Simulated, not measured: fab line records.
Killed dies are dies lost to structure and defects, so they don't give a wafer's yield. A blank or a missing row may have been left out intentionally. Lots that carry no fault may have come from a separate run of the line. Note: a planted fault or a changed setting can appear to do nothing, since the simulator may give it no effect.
What tool caused it?	flow sky130	14 lots with 39 wafers sampled at 4 steps, on a route of 708 steps

WHAT EACH GAUGE READ, for each wafer
SKY_FIELD_ISO_BOW_MEAS_00.
lot	measured	on	INCOMING_BOW (um)
L336	day 1 10:04	filmMetro-02	-3 -9 -13
L337	day 1 15:01	filmMetro-03	0 14 -3
L338	day 1 20:00	filmMetro-01	-2 4 5
L339	day 2 01:00	filmMetro-03	-10 1 -3
L340	day 2 06:01	filmMetro-01	-3 1 -6
L343	day 2 21:04	filmMetro-03	1 -2 0
L344	day 3 02:01	filmMetro-03	-2 -5 -6
L345	day 3 07:02	filmMetro-03	-7 -7 -9
L346	day 3 12:00	filmMetro-02	-4 1 1
L347	day 3 17:01	filmMetro-01	1 -7 11
L348	day 3 22:00	filmMetro-03	5 -7 -4
L351	day 4 13:04	filmMetro-03	8 0
L353	day 4 23:00	filmMetro-01	1 -1
L356	day 5 14:02	filmMetro-02	-10 7

SKY_DNWELL_TW_MEAS_09.
lot	measured	on	DNWELL_TW
L336	day 3 07:07	filmMetro-02	1105 1108 1099
L337	day 3 16:59	filmMetro-02	1099 1095 1101
L338	day 3 16:34	filmMetro-02	1104 1104 1103
L339	day 3 19:58	filmMetro-04	1114 1103 1114
L340	day 4 00:38	filmMetro-03	1110 1113 1118
L343	day 4 21:54	filmMetro-04	1108 1104 1109
L344	day 5 06:35	filmMetro-03	1113 1111 1114
L345	day 5 09:23	filmMetro-04	1110 1102 1115
L346	day 5 11:46	filmMetro-02	1100 1097 1098
L347	day 5 17:53	filmMetro-04	1114 1122 1118
L348	day 5 21:37	filmMetro-04	1109 1111 1107
L351	day 6 16:16	filmMetro-02	1109 1099
L353	day 7 05:43	filmMetro-04	1108 1102
L356	day 7 18:35	filmMetro-02	1108 1108

SKY_VT_ADJUST_HVTP_OVL_MEAS_08.
lot	measured	on	VT_ADJUST_HVTP_OVL (nm)
L336	day 6 05:43	overlay-02	-1.2 -2.0 -3.6
L337	day 6 17:29	overlay-01	-0.1 -0.3 1.4
L338	day 6 15:45	overlay-01	1.5 0.2 0.0
L339	day 6 20:06	overlay-02	0.5 -0.6 -1.1
L340	day 7 02:02	overlay-02	2.1 -0.3 0.7
L343	day 8 02:49	overlay-01	-2.8 -1.2 -0.7
L344	day 8 13:41	overlay-01	-0.9 0.4 -1.2
L345	day 8 15:39	overlay-02	0.2 0.9 0.3
L346	day 8 19:04	overlay-02	1.0 3.3 1.4
L347	day 9 01:28	overlay-02	1.2 0.7 1.7
L348	day 9 06:40	overlay-02	2.4 -0.2 1.7
L351	day 10 05:23	overlay-01	-2.6 -2.3
L353	day 10 19:24	overlay-02	2.4 3.2
L356	day 11 09:32	overlay-01	0.5 -0.6

EACH LOT AND THE TOOL THAT RAN IT (in order: tool; ch and the chambers of the sampled wafers; start)
lot	SKY_FIELD_ISO_ETCH_17
L336	rieSi-02 ch 0,1,2, day 2 07:18
L337	rieSi-02 ch 0,1,3, day 2 16:25
L338	rieSi-02 ch 0,1,3, day 2 16:36
L339	rieSi-01 ch 0,3, day 2 20:46
L340	rieSi-02 ch 0,1, day 3 01:42
L343	rieSi-01 ch 1,2, day 3 16:49
L344	rieSi-02 ch 1,2,3, day 3 23:09
L345	rieSi-02 ch 0,3, day 4 03:46
L346	rieSi-02 ch 1,3, day 4 08:00
L347	rieSi-01 ch 0,3, day 4 17:51
L348	rieSi-01 ch 0,2,3, day 4 21:01
L351	rieSi-01 ch 1,3, day 5 13:32
L353	rieSi-01 ch 1,3, day 5 23:35
L356	rieSi-01 ch 1,3, day 6 12:48
- SKY_FIELD_ISO_ETCH_17: etches Si in HBr/Cl2/O2, target depth 342 nm, time 97.7 s.

AS READ BY THE TOOLS THEMSELVES (means over the sampled wafers that have a number; for cases with no such wafer, the mark the record gives instead)
SKY_FIELD_ISO_ETCH_17.
lot	tool	drypumpMotorCurrentA (A)	mfcCl2Sccm (sccm)	oesProductAu (a.u.)	rfFwdPowerW (W)	throttleValvePct (%)
L336	rieSi-02	6.0	40.02	0.993	594.1	25.667
L337	rieSi-02	6.3	40.07	0.989	595.0	25.669
L338	rieSi-02	6.3	40.03	1.000	596.9	25.661
L339	rieSi-01	5.2	40.06	0.994	596.6	25.642
L340	rieSi-02	6.2	40.00	0.996	595.5	25.653
L343	rieSi-01	5.5	40.12	1.004	598.4	25.656
L344	rieSi-02	6.1	39.96	1.000	596.4	25.670
L345	rieSi-02	6.4	40.01	0.999	594.6	25.654
L346	rieSi-02	6.4	40.12	0.992	597.0	25.667
L347	rieSi-01	5.2	40.02	1.011	597.3	25.653
L348	rieSi-01	5.5	40.10	0.998	597.2	25.651
L351	rieSi-01	5.3	39.97	0.913	596.0	25.723
L353	rieSi-01	5.3	39.94	0.903	596.9	25.712
L356	rieSi-01	5.3	40.00	0.902	599.2	25.726

THE ANSWER, worked out from the rows above alone
Rule: usual is defined by the lots themselves. Put in order of their means at a reading, lots are off if they are a third of the lots or fewer, leave a main group of 4 or more, and stand apart from it by a gap of 3 or more times the standard deviation of the main group's means; of several such gaps the widest counts. The tables above print the reading to a certain number of digits; a main group whose means all agree to those digits is not used. Also off: a lot with no number at a reading for which 4 or more lots have one. The other lots that the step has rows for count as sound. The gauges are gone through in route order, then the tools' own readings, and for those a lot's mean is taken as printed above. The first step at which some lot is off is used, and at that step the reading that is off furthest; a lot without a number counts as furthest.
Off, at SKY_FIELD_ISO_ETCH_17 on oesProductAu: L351, L353, L356. For the main group the mean is 0.998 a.u. and the standard deviation 0.0058.
A tool fits if, at that step or a process step before it, it ran every lot that is off, and no sound lot after the first of them. One fits: rieSi-01 at SKY_FIELD_ISO_ETCH_17. Its last sound lot is L348 (day 4 21:01), its first lot that is off L351 (day 5 13:32): a fault that began between those two fits.
The tool's own readings at SKY_FIELD_ISO_ETCH_17 bear it out: on the lots that are off they differ by more than 5 times the standard deviation of the sound lots' means. oesProductAu reads 0.906 a.u. there against 0.998 a.u. on the sound lots; throttleValvePct reads 25.720 % there against 25.658 % on the sound lots.

WHAT THE SIMULATOR HAD PUT IN
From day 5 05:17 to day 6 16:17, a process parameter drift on rieSi-01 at SKY_FIELD_ISO_ETCH_17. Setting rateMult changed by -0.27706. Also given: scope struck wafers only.
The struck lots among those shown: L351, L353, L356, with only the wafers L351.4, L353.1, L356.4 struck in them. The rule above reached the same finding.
